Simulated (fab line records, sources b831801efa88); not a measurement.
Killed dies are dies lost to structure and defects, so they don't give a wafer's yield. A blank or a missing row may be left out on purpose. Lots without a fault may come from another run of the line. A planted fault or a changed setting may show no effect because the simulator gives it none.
Chamber matching | flow gf180mcu | GF_MIM_CVD_05 on pecvd-04: 3 sister chambers
The step deposits Si3N4, target thk 42 nm, time 29.086 s. 3 wafers are shown with their chamber, then 7 later ones without.

WAFERS WITH THEIR CHAMBER
wafer  | chamber | heater_power_w (W)
L976.6 | 2       | 660
L979.1 | 0       | 561
L979.3 | 1       | 642

WAFERS WITHOUT THEIR CHAMBER
wafer  | heater_power_w (W)
L979.6 | 674
L983.2 | 539
L983.3 | 692
L983.5 | 505
L984.4 | 659
L984.5 | 553
L984.6 | 667

WHICH CHAMBER EACH WENT THROUGH
wafer  | from the rows above     | in truth
L979.6 | can't be placed: 2 or 1 | 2
L983.2 | 0                       | 0
L983.3 | can't be placed: 2 or 1 | 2
L983.5 | 0                       | 0
L984.4 | can't be placed: 2 or 1 | 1
L984.5 | 0                       | 0
L984.6 | can't be placed: 2 or 1 | 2
Placed correctly: 3 of 7. Can't be placed from these rows: 4 (the true chamber is among the candidates in 4). Placed wrongly: 0.
How it was worked out, from the rows above alone: a wafer's distance from a chamber is the root of the sum, over the readings, of the square of ((its reading less the chamber's mean) divided by the reading's scatter). The wafer belongs to the nearest chamber; if the next one is less than 2 further off, it can't be placed. A chamber's mean is the mean of its shown wafers. The scatter: with one shown wafer a chamber, the root of the mean of the squares of how far each hidden wafer lies from its nearest shown one.
